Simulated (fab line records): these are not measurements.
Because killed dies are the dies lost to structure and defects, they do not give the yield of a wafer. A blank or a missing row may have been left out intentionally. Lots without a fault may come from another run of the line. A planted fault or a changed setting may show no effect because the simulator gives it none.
Which tool is to blame?    flow sky130    18 wafers from 6 lots sampled at 2 of the route's 708 steps

WHAT EACH GAUGE READ, for each wafer
SKY_SONOS_ONO_THK_MEAS_05.
lot   measured      on             SONOS_ONO_CVD_04_THK (nm)
L887  day 13 03:55  film-metro-04  5.66 5.62 5.70
L890  day 13 22:50  film-metro-03  5.75 5.77 5.66
L891  day 14 04:28  film-metro-01  5.79 5.77 5.73
L893  day 14 11:41  film-metro-01  5.76 5.76 5.79
L897  day 15 18:21  film-metro-01  5.85 5.78 5.85
L901  day 16 19:16  film-metro-04  6.56 6.44 6.51 6.53 6.51 6.55

EACH LOT AND THE TOOL THAT RAN IT (in order: tool; ch and the chambers of the sampled wafers; start)
lot   SKY_SONOS_ONO_CVD_04
L887  lpcvd-03 ch 1, day 13 02:40
L890  lpcvd-03 ch 1, day 13 21:35
L891  lpcvd-03 ch 0, day 14 02:35
L893  lpcvd-03 ch 0, day 14 10:26
L897  lpcvd-03 ch 1, day 15 17:05
L901  lpcvd-03 ch 0, day 16 17:59
- SKY_SONOS_ONO_CVD_04: deposits SiO2 from SiH4/N2O, target thk 5.7199 nm.

THE ANSWER, worked out from the rows above alone
Rule: usual is defined by the lots themselves. Put in order of their means at a reading, lots are off if they are a third of the lots or fewer, leave a main group of 4 or more, and stand apart from it by a gap of 3 or more times the standard deviation of the main group's means; of several such gaps the widest counts. If all means in a main group match to the digits the tables above print for the reading, that group is not used. Also off: a lot with no number at a reading for which 4 or more lots have one. All remaining lots with rows at the step are treated as sound.
Off: L901, at SKY_SONOS_ONO_THK_MEAS_05 (SONOS_ONO_CVD_04_THK). Mean 5.75 nm and standard deviation 0.055 in the main group.
If a tool, at a process step before that reading, ran all the lots that are off and no sound lot after the first of them, it fits. The gauges at SKY_SONOS_ONO_THK_MEAS_05 are tried like those tools. Can't be told from this: 2 tools fit, lpcvd-03 at SKY_SONOS_ONO_CVD_04, film-metro-04 at SKY_SONOS_ONO_THK_MEAS_05.

WHAT WAS PUT IN BY THE SIMULATOR
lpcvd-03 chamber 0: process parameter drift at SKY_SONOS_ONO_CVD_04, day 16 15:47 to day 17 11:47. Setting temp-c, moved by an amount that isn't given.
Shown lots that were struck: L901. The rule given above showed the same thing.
